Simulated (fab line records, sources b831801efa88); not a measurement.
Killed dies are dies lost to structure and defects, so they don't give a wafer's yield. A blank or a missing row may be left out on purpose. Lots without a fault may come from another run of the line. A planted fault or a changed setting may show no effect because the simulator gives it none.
fab line records | flow sfq_line
record lots=6 wafers=18 last_day=89
route steps=325 shown JJ@197 M5@198 A5B@209
lots that met no fault: from a run of the same line without faults
start_h: hours from the record's first day to the start of the lot's first wafer shown | wait_h: hours since the lot's step before | " the same as in the row above | L1.1+2: a row that stands for several wafers | - no value, or no start given | * or withheld: withheld | < > ~ a bound
route shown NAME@n: a module of which the file shows steps, and the number in the route of the first | usual: mean/standard deviation of fault-free wafers | same: alike in all rows | chamber/n: place in a boat | sites: the reading at each site | _std_site: their standard deviation | _edge_site: outer sites' mean less inner sites' | radius_mm: how far each site lies from the wafer's centre | mask NAME#n: copy n | behind: the tool/chamber that last shaped the wafer | hold: why the lot was held/for how many hours/how that ended | device: the transistor (n, p or np) that didn't switch | end of line: the same wafers' tests at the end of the route | a step without rows: its recipe alone | killed: dies lost to structure and defects at the first sort, not the wafer's yield | map: a wafer's dies, x killed, . not, _ none there
set.NAME: the setting as run; set.NAME@STEP: as run at that earlier step | model.NAME: the simulator's own value behind a step, which no gauge read
lots at some steps of the route; a table a step, a row a wafer
services: from which hour (start_h, from the record's first day; less than 0 if before it) a tool's chamber was out of use, for how many hours, and why
## steps
# step SFQ_TRILAYER_JJ_CE_STRIP_SOLV_CLEAN_121
# recipe chemistry=NMP temp_c=70 time_s=600
# step SFQ_TRILAYER_M5_LITHO_COAT_128
# recipe resist=BARC spin_rpm=3000 resist_thk_nm=62
# step SFQ_TRILAYER_M5_LITHO_COAT_123
# recipe resist=KrF spin_rpm=3000 resist_thk_nm=600
# step SFQ_TRILAYER_M5_LITHO_SOFTBAKE_127
# recipe temp_c=withheld time_s=withheld resist=KrF
# step SFQ_TRILAYER_M5_LITHO_EXPOSE_124
# recipe mask_id=M5 na=0.6 source_shape=conventional sigma_outer=0.65 target_cd_nm=700 dose_mj=14.4
# step SFQ_TRILAYER_M5_LITHO_PEB_126
# recipe peb_temp_c=115 peb_time_s=60 resist=KrF
# step SFQ_TRILAYER_M5_LITHO_DEVELOP_125
# recipe time_s=60 resist=KrF
# step SFQ_M5_OVL_MEAS_932
# usual M5_OVL=-2/4.2
# columns lot.wafer tool chamber start_h wait_h M5_OVL[nm]
L307.2 overlay-01 - 1156.41 0.1 -7
L307.3 " - " " -5
L307.5 " - " " -7
L310.2 overlay-01 - 1163.41 0.1 4
L310.5 " - " " 0
L310.6 " - " " 6
L319.2 overlay-01 - 1447.89 0.1 -3
L319.3 " - " " -6
L319.4 " - " " -1
L320.1 overlay-01 - 1458.01 0.1 -1
L320.3 " - " " 4
L320.5 " - " " -5
L327.2 overlay-01 - 1656.12 0.1 -8
L327.5 " - " " -8
L327.6 " - " " -6
L328.1 overlay-01 - 1659.71 0.1 6
L328.3 " - " " 6
L328.6 " - " " 1
# step SFQ_TRILAYER_M5_BARC_OPEN_METAL_ETCH_161
# recipe mask_material=PR chemistry=O2 target_depth_nm=125 target=BARC icp_w=600 bias_w=80 pressure_mtorr=10 time_s=41.7
# usual drypump_motor_current_A=5.50/0.26 oes_product_au=0.685/0.005
# columns lot.wafer tool chamber start_h wait_h drypump_motor_current_A oes_product_au rf_hours_counter_h
L307.2 rie_metal-02 1 1156.44 0.0 5.81 0.690 30
L307.3 " 0 " " 5.22 0.683 -
L307.5 " 0 " " 5.20 0.691 -
L310.2 rie_metal-01 0 1163.44 0.0 5.42 0.684 82
L310.5 " 0 " " 5.42 0.680 -
L310.6 " 1 " " 5.54 0.681 -
L319.2 rie_metal-03 0 1447.92 0.0 5.18 0.683 124
L319.3 " 1 " " 5.83 0.692 -
L319.4 " 0 " " 5.19 0.684 -
L320.1 rie_metal-03 1 1458.04 0.0 5.81 0.683 58
L320.3 " 1 " " 5.79 0.682 -
L320.5 " 0 " " 5.12 0.681 -
L327.2 rie_metal-02 0 1656.15 0.0 5.24 0.682 112
L327.5 " 1 " " 5.82 0.686 -
L327.6 " 0 " " 5.22 0.677 -
L328.1 rie_metal-02 1 1659.75 0.0 5.81 0.695 96
L328.3 " 1 " " 5.81 0.689 -
L328.6 " 0 " " 5.24 0.679 -
# step SFQ_TRILAYER_M5_ETCH_METAL_ETCH_126
# recipe target=Nb stop_on=SiO2 mask_material=PR over_etch_frac=0.15 time_s=203.2 chemistry=Cl2/BCl3 target_depth_nm=265 icp_w=600 bias_w=80 pressure_mtorr=10
# usual drypump_motor_current_A=5.51/0.26 oes_product_au=0.727/0.0069
# columns lot.wafer tool chamber start_h wait_h drypump_motor_current_A oes_product_au rf_hours_counter_h
L307.2 rie_metal-02 1 1156.50 0.0 5.81 0.724 30
L307.3 " 0 " " 5.22 0.732 -
L307.5 " 0 " " 5.23 0.723 -
L310.2 rie_metal-01 0 1163.50 0.0 5.42 0.727 82
L310.5 " 0 " " 5.40 0.734 -
L310.6 " 1 " " 5.58 0.722 -
L319.2 rie_metal-03 0 1447.98 0.0 5.18 0.723 124
L319.3 " 1 " " 5.79 0.726 -
L319.4 " 0 " " 5.18 0.719 -
L320.1 rie_metal-03 1 1458.10 0.0 5.80 0.736 58
L320.3 " 1 " " 5.79 0.725 -
L320.5 " 0 " " 5.16 0.725 -
L327.2 rie_metal-02 0 1656.20 0.0 5.21 0.720 113
L327.5 " 1 " " 5.83 0.713 -
L327.6 " 0 " " 5.22 0.721 -
L328.1 rie_metal-02 1 1659.80 0.0 5.80 0.722 96
L328.3 " 1 " " 5.83 0.721 -
L328.6 " 0 " " 5.22 0.724 -
# step SFQ_TRILAYER_M5_STRIP_STRIP_127
# recipe gas=O2 power_w=200 platen_temp_c=40 overash_fraction=0.65 chemistry=O2 pressure_mtorr=50
# usual drypump_motor_current_A=5.50/0.27 oes_product_au=1.001/0.0081 platen_temp_c=39.99/0.098
# columns lot.wafer tool chamber start_h wait_h drypump_motor_current_A oes_product_au platen_temp_c rf_hours_counter_h
L307.2 rie_metal-02 1 1156.70 0.1 5.84 0.994 40.07 30
L307.3 " 0 " " 5.23 0.990 40.06 -
L307.5 " 0 " " 5.22 0.989 40.13 -
L310.2 rie_metal-01 0 1163.70 0.1 5.42 0.990 39.97 83
L310.5 " 0 " " 5.41 0.995 39.68 -
L310.6 " 1 " " 5.56 0.998 40.05 -
L319.2 rie_metal-03 0 1448.17 0.1 5.12 1.002 39.79 124
L319.3 " 1 " " 5.82 1.004 39.85 -
L319.4 " 0 " " 5.15 1.009 39.87 -
L320.1 rie_metal-03 1 1458.30 0.1 5.80 1.013 40.11 59
L320.3 " 1 " " 5.81 1.007 40.15 -
L320.5 " 0 " " 5.17 1.008 40.00 -
L327.2 rie_metal-02 0 1656.40 0.1 5.21 0.999 40.04 113
L327.5 " 1 " " 5.83 1.004 39.93 -
L327.6 " 0 " " 5.23 0.998 40.04 -
L328.1 rie_metal-02 1 1660.00 0.1 5.82 1.005 39.99 96
L328.3 " 1 " " 5.83 0.998 40.06 -
L328.6 " 0 " " 5.22 1.000 40.08 -
# step SFQ_TRILAYER_M5_STRIP_SOLV_CLEAN_128
# recipe chemistry=NMP temp_c=70 time_s=600
# step SFQ_TRILAYER_A5B_DEP_PECVD_129
# recipe material=SiO2 temp_c=150 time_s=133.33 pressure_torr=2.4 rf_w=183.3 precursor=SiH4/N2O target_thk_nm=600
# usual heater_power_w=89/16 run_length_s=161.2/0.45 throttle_valve_pct=24.1/1.1
# columns lot.wafer tool chamber start_h wait_h heater_power_w run_length_s throttle_valve_pct model.SiO2_of_TRILAYER_A5B_DEP_PECVD_129.thk_nm
L307.2 pecvd-04 1 1157.47 0.0 101 160.9 23.4 589.5
L307.3 " 0 " " 92 160.7 24.6 609.5
L307.5 " 1 " " 106 160.9 23.5 607.2
L310.2 pecvd-03 1 1164.47 0.0 65 161.1 23.2 590.6
L310.5 " 1 " " 69 161.1 23.6 598.6
L310.6 " 0 " " 82 161.5 23.3 608.3
L319.2 pecvd-03 0 1448.96 0.0 85 162.1 21.6 577
L319.3 " 1 " " 56 168.1 22.9 613.1
L319.4 " 0 " " 68 162.1 21.6 590.4
L320.1 pecvd-03 0 1459.07 0.0 86 161.9 21.7 594.7
L320.3 " 2 " " 116 160.7 24.4 597.4
L320.5 " 1 " " 63 168.5 23.2 637.6
L327.2 pecvd-04 2 1657.17 0.0 90 161.6 23.4 607.5
L327.5 " 1 " " 110 160.9 24.8 603
L327.6 " 0 " " 88 160.8 26.2 605
L328.1 pecvd-01 1 1660.77 0.0 66 161.5 24.7 598
L328.3 " 0 " " 96 161.3 24.9 594.2
L328.6 " 2 " " 87 161.3 24.0 609.1
# step SFQ_TRILAYER_A5B_CMP_CMP_130
# recipe stop_on=Nb down_force_psi=3 platen_rpm=60 target_thk_nm=340.7
# usual motor_current_A=10.1/0.86
# columns lot.wafer tool chamber start_h wait_h motor_current_A
L307.2 cmp-01 0 1177.77 20.2 9.2
L307.3 " 3 1179.27 21.7 10.6
L307.5 " 1 1180.27 22.7 10.1
L310.2 cmp-01 3 1191.27 26.7 10.6
L310.6 " 0 " " 9.1
L310.5 " 1 " " 11.1
L319.2 cmp-01 2 1449.05 0.0 10.4
L319.3 " 3 " " 10.8
L319.4 " 0 " " 8.6
L320.1 cmp-02 1 1459.16 0.0 9.7
L320.3 " 2 " " 9.2
L320.5 " 1 1461.16 2.0 10.1
L327.2 cmp-02 0 1659.28 2.1 9.8
L327.5 " 1 " " 10.4
L327.6 " 2 " " 9.6
L328.3 cmp-01 0 1662.48 1.7 9.2
L328.1 " 2 1663.48 2.7 10.4
L328.6 " 3 " " 10.5
## services
# columns tool chamber start_h hours kind
cmp-01 - 1134.32 2.8 repair
cmp-01 - 1142.89 1.9 repair
pecvd-03 - 1174.98 14.6 pm
cmp-01 - 1211.15 0.8 repair
cmp-01 - 1225.02 6.5 repair
cmp-01 - 1255.53 5.0 pm
cmp-01 - 1260.55 4.0 pm
cmp-01 - 1272.21 4.9 repair
cmp-01 - 1292.30 4.8 pm
rie_metal-02 - 1298.99 0.2 repair
rie_metal-02 0 1361.22 2.4 repair
cmp-01 - 1375.38 6.5 repair
rie_metal-02 1 1387.53 2.1 repair
cmp-01 - 1402.49 0.6 repair
cmp-01 - 1462.56 4.3 repair
cmp-01 - 1470.43 2.3 repair
rie_metal-02 0 1476.11 10.8 repair
rie_metal-03 - 1493.70 1.4 pm
cmp-01 - 1515.66 4.5 repair
rie_metal-02 - 1576.83 2.8 pm
rie_metal-03 - 1598.56 2.8 pm
cmp-01 - 1600.55 4.0 pm
cmp-01 - 1625.70 7.0 pm
cmp-01 - 1642.29 0.9 repair
## key
first_sign step=SFQ_TRILAYER_A5B_DEP_PECVD_129 reading=run_length_s direction=up sigmas=16 usual=* struck=*
effect none on later readings
model_effect step=SFQ_TRILAYER_A5B_DEP_PECVD_129 value=SiO2_of_TRILAYER_A5B_DEP_PECVD_129.thk_nm without=593.6 struck=625.4
met_at SFQ_TRILAYER_A5B_DEP_PECVD_129
struck_wafers L319.3,L320.5
onset_between 1164.47 1448.96
fault kind=process_parameter_drift tool=pecvd-03 chamber=1 onset_h=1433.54 steps=SFQ_TRILAYER_A5B_DEP_PECVD_129 channel=time_s offset=* shape=step end_h=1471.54 acts_in=* stated=*
